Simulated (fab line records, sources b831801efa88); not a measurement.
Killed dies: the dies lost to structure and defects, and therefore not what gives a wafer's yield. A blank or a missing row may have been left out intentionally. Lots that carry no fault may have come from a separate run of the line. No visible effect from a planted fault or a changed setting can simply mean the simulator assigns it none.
Chamber matching | flow sfqLine | SFQ_TRILAYER_A5B_CMP_CMP_130 on cmp-02: 4 sister chambers
The step polishes, stops on Nb, target thk 340.7 nm. 16 wafers are shown with their chamber, then 8 later ones without.

WAFERS PAIRED WITH THEIR CHAMBERS
wafer  | chamber | motorCurrentA (A)
L594.1 | 1       | 10.0
L594.5 | 1       | 10.3
L594.6 | 2       | 10.5
L597.1 | 1       | 10.6
L597.4 | 0       | 9.2
L597.5 | 2       | 10.4
L599.3 | 0       | 9.2
L599.4 | 3       | 12.5
L599.6 | 2       | 10.5
L600.4 | 0       | 8.5
L600.3 | 2       | 9.8
L600.5 | 0       | 8.9
L601.2 | 3       | 13.0
L601.1 | 2       | 10.1
L601.3 | 1       | 10.3
L603.4 | 0       | 9.0

SIGNATURES (means of the wafers above)
reading       | chamber 0 | chamber 1 | chamber 2 | chamber 3 | scatter within a chamber
motorCurrentA | 8.960     | 10.300    | 10.260    | 12.750    | 0.29
Rule: distance of a wafer from a chamber = root of the sum over the readings of ((wafer's reading minus chamber's mean) / reading's scatter) squared. The wafer belongs to the nearest chamber; if the next one is less than 2 further off, it can't be placed. The scatter: the root of (the sum of the squares of (reading less its chamber's mean) over the shown wafers, divided by (wafers less chambers)).

WAFERS MISSING THEIR CHAMBER
wafer  | motorCurrentA (A)
L603.3 | 10.4
L603.5 | 10.7
L610.1 | 10.7
L610.3 | 8.9
L610.4 | 9.9
L614.1 | 12.3
L614.5 | 9.1
L614.6 | 13.2

EACH ONE'S CHAMBER
wafer  | from the rows above     | in truth
L603.3 | can't be placed: 1 or 2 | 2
L603.5 | can't be placed: 1 or 2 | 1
L610.1 | can't be placed: 1 or 2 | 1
L610.3 | 0                       | 0
L610.4 | can't be placed: 2 or 1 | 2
L614.1 | 3                       | 3
L614.5 | 0                       | 0
L614.6 | 3                       | 3
Placed correctly: 4 of 8. From these rows, 4 cannot be placed; in 4 the true chamber is one of the candidates. 0 placed wrongly.
